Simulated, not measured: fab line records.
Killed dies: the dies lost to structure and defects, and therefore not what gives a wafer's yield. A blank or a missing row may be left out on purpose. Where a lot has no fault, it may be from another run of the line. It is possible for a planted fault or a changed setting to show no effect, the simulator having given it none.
fab line records	flow gf180mcu
[record] lots = 14	wafers = 42	last_day = 34
route steps=602 shown V4@494 M5@533 V5@545 TOP_METAL@583
lots untouched by any fault: they come from a run of this same line in which no faults occurred
start_h: start of the lot's first displayed wafer, in hours after the record's first day	wait_h: time in hours since the lot's previous step	" unchanged from the row above	L1.1+2: a row that stands for several wafers	- either no value or no given start	* or withheld: withheld	< > ~ a bound
route shown NAME@n: NAME is a module with steps in the file, n the number in the route of the first one	usual: average and standard deviation across the fault-free wafers	same: alike in all rows	chamber/n: place in a boat	sites: readings site by site	_std_site: how widely they spread, as a standard deviation	_edge_site: inner sites' mean taken away from outer sites' mean	radius_mm: how far each site lies from the wafer's centre	mask NAME#n: copy n	behind: the most recent tool/chamber to have shaped the wafer	hold: the reason the lot was held/the length of the hold in hours/how it ended	device: transistor that didn't switch, given as n, p or np	end of line: tests run on the same wafers once the route is complete	where a step has no rows: the recipe by itself	killed: at the first sort, the dies lost to defects and structure; wafer yield is something else	map: shows each die of a wafer: x if killed, . if not, _ if none is there
set.NAME: setting as actually run; set.NAME@STEP: the setting as run at that earlier step	model.NAME: the simulator's own value behind a step, which no gauge read
route steps across a sampled set of lots; one table per step, one row per wafer
services: a tool's chamber out of use, with start hour (start_h, from the record's first day; less than 0 if before it), hours out, and reason
[[steps]]
[step GF_V4_STRIP_18]
[recipe] chemistry = O2/N2	power_w = 1400	pressure_mtorr = 1500	platen_temp_c = 250	o2_flow_sccm = 3000	n2_flow_sccm = 300	overash_fraction = 0.5
[usual] drypump_motor_current_A = 6.1/0.47	heater_power_w = 314/22	o2_flow_sccm = 2999/9.9	oes_product_au = 0.593/0.0051	platen_temp_c = 250.00/0.18
lot.wafer	tool	chamber	start_h	wait_h	drypump_motor_current_A	heater_power_w	o2_flow_sccm	oes_product_au	platen_temp_c	rf_hours_counter_h
L131.4	plasma_asher-03	0	566.62	-	5.9	354	3012	0.595	250.05	-
L131.5	"	1	"	"	6.2	320	2997	0.589	250.22	-
L131.6	"	0	"	"	6.0	348	3008	0.590	249.97	-
L136.1	plasma_asher-03	1	609.52	-	6.1	312	3005	0.596	250.11	100
L136.2	"	0	"	"	6.0	349	2973	0.593	250.22	100
L136.3	"	0	"	"	6.0	342	2979	0.591	249.81	-
L138.1	plasma_asher-03	0	629.38	-	6.0	348	2991	0.597	249.85	103
L138.2	"	1	"	"	6.2	321	3003	0.593	249.92	103
L138.4	"	0	"	"	6.0	352	3005	0.588	250.00	-
L139.2	plasma_asher-03	0	637.38	-	6.0	354	2988	0.598	249.53	104
L139.3	"	0	"	"	6.0	348	2974	0.589	249.89	-
L139.4	"	1	"	"	6.1	319	3014	0.590	249.90	-
L140.1	plasma_asher-03	0	645.43	-	6.0	347	3012	0.597	250.11	105
L140.4	"	1	"	"	6.1	318	2989	0.590	249.84	-
L140.6	"	1	"	"	6.1	327	2997	0.584	250.10	-
L141.3	plasma_asher-04	1	649.72	-	5.8	273	3005	0.590	250.10	-
L141.4	"	0	"	"	5.3	327	2999	0.595	249.98	-
L141.5	"	0	"	"	5.3	328	3005	0.595	249.98	-
L142.2	plasma_asher-04	0	659.42	-	5.3	330	2997	0.597	249.96	26
L142.5	"	1	"	"	5.8	277	3002	0.604	250.32	-
L142.6	"	0	"	"	5.3	324	3015	0.593	249.80	-
L143.3	plasma_asher-01	0	662.36	-	6.7	312	3011	0.591	250.08	-
L143.4	"	1	"	"	6.5	305	3008	0.600	250.08	-
L143.5	"	1	"	"	6.6	303	3008	0.592	250.10	-
L144.3	plasma_asher-04	0	670.67	-	5.4	336	3002	0.581	250.25	-
L144.4	"	1	"	"	5.8	265	2988	0.590	249.73	-
L144.6	"	0	"	"	5.3	322	3008	0.599	249.87	-
L145.4	plasma_asher-03	1	673.77	-	6.2	324	3000	0.590	249.62	-
L145.5	"	1	"	"	6.2	319	3001	0.594	249.81	-
L145.6	"	0	"	"	6.0	338	2989	0.584	249.54	-
L146.2	plasma_asher-03	1	686.68	-	6.1	319	3002	0.587	250.01	111
L146.4	"	0	"	"	6.0	342	2996	0.589	249.95	-
L146.6	"	0	"	"	6.0	347	2988	0.595	250.10	-
L149.1	plasma_asher-01	1	701.82	-	6.6	301	3026	0.594	250.07	61
L149.5	"	0	"	"	6.8	302	3005	0.591	250.06	-
L149.6	"	1	"	"	6.5	301	2984	0.601	250.16	-
L151.3	plasma_asher-01	0	715.22	-	6.7	302	2989	0.590	250.30	-
L151.4	"	1	"	"	6.6	301	3011	0.587	250.29	-
L151.5	"	0	"	"	6.7	308	2996	0.586	250.14	-
L152.1	plasma_asher-01	1	723.78	-	6.6	300	2985	0.585	250.29	64
L152.4	"	0	"	"	6.7	308	3002	0.588	250.22	-
L152.5	"	0	"	"	6.7	310	3002	0.576	250.04	-
[step GF_M5_CD_MEAS_07]
[recipe] target_cd_nm = 280
[usual] cd_nm = 280.5/1.1
lot.wafer	tool	chamber	start_h	wait_h	cd_nm
L131.4	cd_sem-02	-	611.41	0.1	279.8
L131.5	"	-	"	"	279.5
L131.6	"	-	"	"	280.3
L136.1	cd_sem-02	-	652.17	0.1	279.8
L136.2	"	-	"	"	280.5
L136.3	"	-	"	"	281.0
L138.1	cd_sem-02	-	671.45	0.1	281.3
L138.2	"	-	"	"	280.6
L138.4	"	-	"	"	280.3
L139.2	cd_sem-02	-	677.79	0.1	282.4
L139.3	"	-	"	"	282.9
L139.4	"	-	"	"	283.1
L140.1	cd_sem-01	-	686.04	0.1	281.0
L140.4	"	-	"	"	281.2
L140.6	"	-	"	"	279.7
L141.3	cd_sem-01	-	690.06	0.1	279.8
L141.4	"	-	"	"	280.9
L141.5	"	-	"	"	280.4
L142.2	cd_sem-02	-	699.81	0.1	280.4
L142.5	"	-	"	"	281.3
L142.6	"	-	"	"	281.0
L143.3	cd_sem-02	-	701.76	0.1	282.2
L143.4	"	-	"	"	283.3
L143.5	"	-	"	"	283.8
L144.3	cd_sem-02	-	709.56	0.1	280.5
L144.4	"	-	"	"	279.9
L144.6	"	-	"	"	280.1
L145.4	cd_sem-01	-	713.68	0.1	281.0
L145.5	"	-	"	"	281.1
L145.6	"	-	"	"	281.0
L146.2	cd_sem-02	-	724.71	0.1	280.6
L146.4	"	-	"	"	279.3
L146.6	"	-	"	"	280.0
L149.1	cd_sem-02	-	739.29	0.1	278.5
L149.5	"	-	"	"	278.4
L149.6	"	-	"	"	278.6
L151.3	cd_sem-02	-	751.91	0.1	282.2
L151.4	"	-	"	"	280.5
L151.5	"	-	"	"	282.5
L152.1	cd_sem-01	-	759.54	0.1	279.7
L152.4	"	-	"	"	280.5
L152.5	"	-	"	"	279.8
[step GF_V5_BOW_MEAS_05]
[recipe] mode = bow
[usual] V5_BOW = 133/10
lot.wafer	tool	chamber	start_h	wait_h	V5_BOW[um]
L131.4	film_metro-02	-	612.98	0.3	128
L131.5	"	-	"	"	142
L131.6	"	-	"	"	128
L136.1	film_metro-03	-	653.66	0.1	130
L136.2	"	-	"	"	133
L136.3	"	-	"	"	133
L138.1	film_metro-02	-	672.96	0.2	147
L138.2	"	-	"	"	156
L138.4	"	-	"	"	142
L139.2	film_metro-04	-	679.32	0.2	135
L139.3	"	-	"	"	138
L139.4	"	-	"	"	140
L140.1	film_metro-02	-	687.55	0.2	133
L140.4	"	-	"	"	145
L140.6	"	-	"	"	124
L141.3	film_metro-04	-	691.58	0.1	136
L141.4	"	-	"	"	119
L141.5	"	-	"	"	128
L142.2	film_metro-02	-	701.35	0.2	146
L142.5	"	-	"	"	136
L142.6	"	-	"	"	141
L143.3	film_metro-03	-	703.25	0.2	106
L143.4	"	-	"	"	116
L143.5	"	-	"	"	117
L144.3	film_metro-04	-	711.73	0.2	143
L144.4	"	-	"	"	150
L144.6	"	-	"	"	157
L145.4	film_metro-04	-	715.41	0.3	143
L145.5	"	-	"	"	135
L145.6	"	-	"	"	128
L146.2	film_metro-02	-	726.37	0.2	134
L146.4	"	-	"	"	142
L146.6	"	-	"	"	150
L149.1	film_metro-04	-	740.90	0.1	119
L149.5	"	-	"	"	115
L149.6	"	-	"	"	128
L151.3	film_metro-03	-	753.44	0.1	136
L151.4	"	-	"	"	130
L151.5	"	-	"	"	136
L152.1	film_metro-03	-	760.95	0.1	130
L152.4	"	-	"	"	133
L152.5	"	-	"	"	126
[step GF_TOP_METAL_METAL_ETCH_16]
[recipe] chemistry = Cl2/BCl3	mask_material = NOVOLAK	target_depth_nm = 1077.5	stop_on = SiO2	pressure_mtorr = 8	icp_w = 800	bias_w = 140	Cl2_flow_sccm = 80	bcl3_flow_sccm = 40	time_s = 179.6
[usual] bias_w = 140.0/0.41	drypump_motor_current_A = 5.6/0.39	oes_product_au = 0.967/0.0059	throttle_valve_pct = 28.256/0.01
lot.wafer	tool	chamber	start_h	wait_h	bias_w	drypump_motor_current_A	oes_product_au	rf_hours_counter_h	throttle_valve_pct
L131.4	rie_metal-01	1	655.11	0.1	139.8	5.2	0.971	-	28.260
L131.5	"	1	"	"	139.7	5.2	0.973	-	28.254
L131.6	"	0	"	"	139.7	6.2	0.965	-	28.260
L136.1	rie_metal-01	1	694.15	0.0	139.8	5.2	0.962	0	28.251
L136.2	"	0	"	"	140.0	6.2	0.963	5	28.261
L136.3	"	1	"	"	140.2	5.2	0.961	-	28.264
L138.1	rie_metal-02	1	712.10	0.0	140.7	6.0	0.963	12	28.249
L138.2	"	0	"	"	139.5	5.4	0.973	7	28.241
L138.4	"	1	"	"	141.0	6.0	0.969	-	28.258
L139.2	rie_metal-03	0	718.40	0.1	141.0	5.4	0.964	-	28.255
L139.3	"	0	"	"	140.6	5.4	0.961	-	28.279
L139.4	"	0	"	"	140.3	5.3	0.969	-	28.246
L140.1	rie_metal-01	1	725.30	0.0	139.9	5.2	0.964	1	28.260
L140.4	"	1	"	"	139.8	5.2	0.963	-	28.261
L140.6	"	1	"	"	140.1	5.2	0.961	-	28.257
L141.3	rie_metal-03	0	730.60	0.1	139.9	5.4	0.968	-	28.257
L141.4	"	0	"	"	140.0	5.4	0.969	-	28.250
L141.5	"	0	"	"	140.5	5.4	0.977	-	28.246
L142.2	rie_metal-02	1	738.60	0.0	140.3	6.0	0.961	13	28.259
L142.5	"	1	"	"	139.9	6.0	0.963	-	28.271
L142.6	"	0	"	"	140.0	5.3	0.960	-	28.260
L143.3	rie_metal-02	0	741.06	0.1	140.5	5.4	0.973	-	28.249
L143.4	"	1	"	"	139.7	6.0	0.966	-	28.259
L143.5	"	0	"	"	140.8	5.4	0.969	-	28.255
L144.3	rie_metal-01	1	748.36	0.1	139.7	5.2	0.974	-	28.233
L144.4	"	0	"	"	140.6	6.2	0.966	-	28.260
L144.6	"	0	"	"	140.8	6.2	0.967	-	28.261
L145.4	rie_metal-01	1	753.00	0.1	139.9	5.2	0.961	-	28.254
L145.5	"	0	"	"	140.1	6.2	0.964	-	28.244
L145.6	"	1	"	"	140.1	5.2	0.973	-	28.258
L146.2	rie_metal-01	0	764.55	0.0	140.4	6.3	0.962	8	28.257
L146.4	"	0	"	"	140.0	6.2	0.971	-	28.254
L146.6	"	0	"	"	140.3	6.2	0.970	-	28.263
L149.1	rie_metal-01	1	775.65	0.0	139.4	5.2	0.896	4	28.326
L149.5	"	1	"	"	140.4	5.2	0.899	-	28.336
L149.6	"	0	"	"	140.4	6.2	0.897	-	28.334
L151.3	rie_metal-01	1	788.25	0.1	139.9	5.2	0.899	-	28.331
L151.4	"	0	"	"	140.3	6.2	0.902	-	28.328
L151.5	"	1	"	"	139.4	5.2	0.893	-	28.338
L152.1	rie_metal-03	1	794.09	0.0	139.6	5.6	0.966	2	28.262
L152.4	"	0	"	"	139.8	5.4	0.972	-	28.255
L152.5	"	1	"	"	139.9	5.7	0.976	-	28.263
[step GF_TOP_METAL_STRIP_17]
[recipe] chemistry = O2/N2	power_w = 1400	pressure_mtorr = 1500	platen_temp_c = 250	o2_flow_sccm = 3000	n2_flow_sccm = 300	overash_fraction = 0.5
[usual] drypump_motor_current_A = 6.2/0.45	heater_power_w = 315/22	o2_flow_sccm = 3000/9.2	oes_product_au = 0.710/0.0044	platen_temp_c = 250.02/0.16	strip_time_to_endpoint_s = 13.49/0.067
lot.wafer	tool	chamber	start_h	wait_h	drypump_motor_current_A	heater_power_w	o2_flow_sccm	oes_product_au	platen_temp_c	rf_hours_counter_h	strip_time_to_endpoint_s
L131.4	plasma_asher-03	1	655.26	0.1	6.1	319	2996	0.703	250.14	-	13.49
L131.5	"	1	"	"	6.1	320	2996	0.711	249.99	-	13.54
L131.6	"	0	"	"	6.0	342	3000	0.700	249.92	-	13.51
L136.1	plasma_asher-01	0	694.32	0.1	6.7	306	3008	0.712	249.94	60	13.46
L136.2	"	1	"	"	6.5	299	2998	0.713	250.05	60	13.60
L136.3	"	0	"	"	6.7	303	3001	0.707	249.98	-	13.43
L138.1	plasma_asher-01	1	712.28	0.1	6.6	297	2996	0.714	249.92	62	13.63
L138.2	"	0	"	"	6.7	309	2999	0.706	249.83	62	13.47
L138.4	"	0	"	"	6.7	306	2997	0.713	250.00	-	13.55
L139.2	plasma_asher-04	0	718.69	0.2	5.3	327	2996	0.713	249.75	34	13.46
L139.3	"	1	"	"	5.8	283	3008	0.722	250.08	-	13.50
L139.4	"	0	"	"	5.3	325	3010	0.709	250.12	-	13.48
L140.1	plasma_asher-01	1	725.48	0.1	6.6	302	3006	0.715	249.97	64	13.50
L140.4	"	0	"	"	6.8	302	3002	0.709	249.87	-	13.49
L140.6	"	1	"	"	6.6	305	3016	0.707	250.09	-	13.43
L141.3	plasma_asher-01	0	730.87	0.2	6.7	300	2998	0.706	250.26	-	13.58
L141.4	"	1	"	"	6.5	300	3013	0.714	250.00	-	13.55
L141.5	"	1	"	"	6.6	299	3018	0.712	249.97	-	13.62
L142.2	plasma_asher-01	1	738.78	0.1	6.6	299	3001	0.714	249.98	66	13.46
L142.5	"	0	"	"	6.8	311	2986	0.705	249.92	-	13.53
L142.6	"	1	"	"	6.5	300	2999	0.712	250.33	-	13.36
L143.3	plasma_asher-01	0	741.21	0.1	6.7	306	3001	0.712	249.69	-	13.41
L143.4	"	1	"	"	6.6	303	3000	0.715	250.10	-	13.51
L143.5	"	1	"	"	6.6	304	2986	0.709	250.11	-	13.47
L144.3	plasma_asher-03	0	748.50	0.1	6.0	349	3009	0.711	249.83	-	13.47
L144.4	"	1	"	"	6.2	318	2975	0.711	250.35	-	13.46
L144.6	"	1	"	"	6.1	329	3003	0.708	250.05	-	13.53
L145.4	plasma_asher-04	1	753.15	0.1	5.8	281	2998	0.709	249.87	-	13.42
L145.5	"	0	"	"	5.3	331	3020	0.712	250.05	-	13.48
L145.6	"	1	"	"	5.8	279	3000	0.707	250.06	-	13.50
L146.2	plasma_asher-03	1	764.73	0.1	6.1	325	2989	0.709	250.15	2	13.55
L146.4	"	0	"	"	6.0	355	3005	0.712	249.98	-	13.45
L146.6	"	1	"	"	6.1	329	3011	0.704	250.13	-	13.50
L149.1	plasma_asher-03	1	775.82	0.1	6.2	328	2991	0.718	250.32	4	14.35
L149.5	"	0	"	"	6.0	355	2995	0.709	249.93	-	14.33
L149.6	"	1	"	"	6.2	327	3004	0.715	250.33	-	14.38
L151.3	plasma_asher-01	0	788.40	0.1	6.8	312	2987	0.717	249.77	-	14.32
L151.4	"	1	"	"	6.6	302	2991	0.708	249.88	-	14.37
L151.5	"	1	"	"	6.6	303	2994	0.706	250.12	-	14.37
L152.1	plasma_asher-01	0	794.26	0.1	6.8	311	2998	0.699	250.03	74	13.59
L152.4	"	0	"	"	6.7	310	3022	0.708	249.90	-	13.53
L152.5	"	0	"	"	6.7	306	2996	0.704	250.01	-	13.49
[[services]]
tool	chamber	start_h	hours	kind
plasma_asher-04	-	545.87	0.7	repair
rie_metal-02	-	555.03	2.8	pm
rie_metal-01	-	555.77	2.8	pm
rie_metal-01	0	558.52	-	clean
rie_metal-01	0	558.52	19.3	scheduled_down
rie_metal-01	0	558.52	19.3	vent_cycle
rie_metal-02	0	559.15	4.6	repair
rie_metal-03	-	587.72	2.8	pm
plasma_asher-03	-	593.51	2.4	repair
rie_metal-03	0	602.51	-	clean
rie_metal-03	0	602.51	17.4	scheduled_down
rie_metal-03	1	666.18	109.9	repair
rie_metal-01	1	668.26	-	clean
rie_metal-01	1	668.26	25.0	scheduled_down
rie_metal-01	1	668.26	25.0	vent_cycle
plasma_asher-01	-	677.47	2.8	pm
rie_metal-01	-	687.58	1.4	repair
plasma_asher-03	-	733.75	9.0	pm
plasma_asher-03	0	733.75	9.0	vent_cycle
plasma_asher-03	1	733.75	9.0	vent_cycle
plasma_asher-03	0	742.75	-	clean
plasma_asher-03	1	742.75	-	clean
rie_metal-03	0	744.58	12.5	repair
plasma_asher-03	-	751.11	7.5	repair
[[key]]
[first_sign] step = GF_TOP_METAL_METAL_ETCH_16	reading = oes_product_au	direction = down	sigmas = 12	usual = 0.967	struck = 0.898
[effect] step = GF_TOP_METAL_METAL_ETCH_16	reading = throttle_valve_pct	direction = up	sigmas = 7.4	usual = 28.256	struck = 28.332
[effect] step = GF_TOP_METAL_STRIP_17	reading = strip_time_to_endpoint_s	direction = up	sigmas = 13	usual = *	struck = *
met_at GF_TOP_METAL_METAL_ETCH_16
struck_lots L149,L151
sort_left_out L149.1,L149.5,L149.6,L151.3,L151.4,L151.5
not_acting_at GF_V4_STRIP_18,GF_M5_CD_MEAS_07,GF_V5_BOW_MEAS_05
onset_between 764.55 775.65
[fault] kind = process_parameter_drift	tool = rie_metal-01	chamber = -	onset_h = 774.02	steps = GF_TOP_METAL_METAL_ETCH_16	channel = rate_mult	offset = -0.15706	shape = step	end_h = 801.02
// sort_left_out: the simulated sort isn't trusted on such a fault, so these wafers' sort isn't shown, and their yield isn't known
